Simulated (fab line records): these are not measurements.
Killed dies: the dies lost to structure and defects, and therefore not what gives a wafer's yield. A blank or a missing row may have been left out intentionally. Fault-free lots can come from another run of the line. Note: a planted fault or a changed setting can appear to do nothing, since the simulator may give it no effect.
Matching of chambers -- flow sky130 -- 4 sister chambers for SKY_VIA4_ETCH_12 on rie-diel-01
The step etches SiO2 in C4F8/O2/Ar, stops on TiN, target depth 580 nm. 8 wafers are shown with their chamber, then 7 later ones without.

== WAFERS, EACH WITH ITS CHAMBER ==
wafer,chamber,oes-product-au (a.u.),bias-w (W)
L333.3,0,0.930,1199
L334.1,1,0.924,1199
L334.4,0,0.936,1196
L338.1,1,0.918,1197
L338.4,2,0.927,1201
L338.5,3,0.928,1199
L339.2,3,0.922,1202
L339.5,2,0.921,1197

== WAFERS WITHOUT THEIR CHAMBER ==
wafer,oes-product-au (a.u.),bias-w (W)
L339.6,0.927,1194
L341.1,0.925,1205
L341.4,0.934,1202
L341.6,0.921,1199
L342.2,0.930,1202
L342.5,0.924,1202
L342.6,0.921,1204

== WHICH CHAMBER EACH WENT THROUGH ==
wafer,from the rows above,in truth
L339.6,can't be placed: 0 or 1 or 2 or 3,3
L341.1,can't be placed: 3 or 2 or 1 or 0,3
L341.4,can't be placed: 0 or 3 or 2 or 1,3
L341.6,can't be placed: 1 or 2 or 3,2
L342.2,can't be placed: 3 or 2 or 0 or 1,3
L342.5,can't be placed: 3 or 2 or 1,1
L342.6,can't be placed: 3 or 2 or 1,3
Correct placement for 0 of the 7. Cannot be placed on the basis of these rows: 7; the candidates contain the true chamber in 7. 0 placed wrongly.
How it was worked out, from the rows above alone: a wafer's distance from a chamber is the root of the sum, over the readings, of the square of ((its reading less the chamber's mean) divided by the reading's scatter). If the next closest chamber is less than 2 further off than the closest, the wafer can't be placed; otherwise it belongs to the closest. A chamber's mean is the mean of its shown wafers. How the scatter is found: for the shown wafers, subtract from each reading the mean of its chamber, square and add these, divide the total by (wafers less chambers), then take the root.
